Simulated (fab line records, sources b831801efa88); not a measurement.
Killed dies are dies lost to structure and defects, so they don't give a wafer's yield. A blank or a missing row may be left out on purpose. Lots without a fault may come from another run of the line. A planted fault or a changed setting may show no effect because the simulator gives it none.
Problem report in the 8D (eight disciplines) form, filled by code | flow gf180mcu | the parts of the form that need people (team, actions taken, sign-off) are left out

1. THE PROBLEM
heater_power_total_W at GF_MIM_SOFTBAKE_15 reads a mean of 58.35 W on 3 wafers of 2 lots; wafers without a fault read 56.60 W with a standard deviation of 0.045. That is +39 standard deviations from the usual mean.
The step: time 60 s.
First seen on wafer L866.2, day 28 15:04, on litho_track-03. The record holds 42 wafers of 14 lots with a number at this step. Rule for "out", or "out of limits": more than 4 standard deviations from the usual mean. The other wafers with a number count as sound.

2. WHAT IT IS AND WHAT IT IS NOT
question                    | is                                 | is not
which readings at this step | heater_power_total_W, run_length_s | -
which lots                  | L866, L870                         | L856, L858, L859, L860, L861, L862, L865, L867, L872, L874, L875, L879
which wafers of those lots  | L866.2, L870.2, L870.5             | L866.1, L866.4, L870.3
read on which tools         | litho_track-03                     | litho_track-02, litho_track-04
when                        | from day 28 15:04                  | up to then (26 sound wafers); but 13 sound wafers of L870, L872, L874, L875, L879 came after

3. SUSPECTS, AND WHAT RULES EACH OUT
Counting: a tool at a process step up to the reading stays a suspect if it ran every lot that is out. Sound lots after the first of them don't rule it out here, since some wafers of a struck lot are sound.
- litho_track-03 at GF_MIM_SOFTBAKE_15 (time 60 s): kept. It ran every lot that is out, first L866 (day 28 15:04); its last sound lot up to then is L865 (day 28 04:41). Its own readings are out on those wafers: heater_power_total_W, run_length_s.
Left after counting: litho_track-03 at GF_MIM_SOFTBAKE_15.

4. THE CAUSE (what the simulator had put in)
Process parameter drift: litho_track-03, from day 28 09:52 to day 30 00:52, at GF_MIM_SOFTBAKE_15. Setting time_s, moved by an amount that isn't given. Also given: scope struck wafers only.
Counting left only this tool.

5. THE CHAIN OF EFFECTS, in route order
Each row: a reading whose mean over the struck wafers that have a number lies more than 3 standard deviations from the usual. Only readings for which the record gives a usual standard deviation are gone through. hours: the time from each lot's start at the first step in this table that gives one to its start at this step, as a median over the lots. sigmas: the change in usual standard deviations.
hours | step               | reading              | usual   | on struck wafers | change | sigmas
0     | GF_MIM_SOFTBAKE_15 | heater_power_total_W | 56.60 W | 58.35            | +1.75  | +39
0     | GF_MIM_SOFTBAKE_15 | run_length_s         | 89.07 s | 83.28            | -5.79  | -32
The process steps in it:
- GF_MIM_SOFTBAKE_15: time 60 s.

6. WHAT WOULD HAVE CAUGHT IT SOONER
In this record the first reading out of limits was taken at day 28 15:04, 5 hours after the fault began at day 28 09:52.
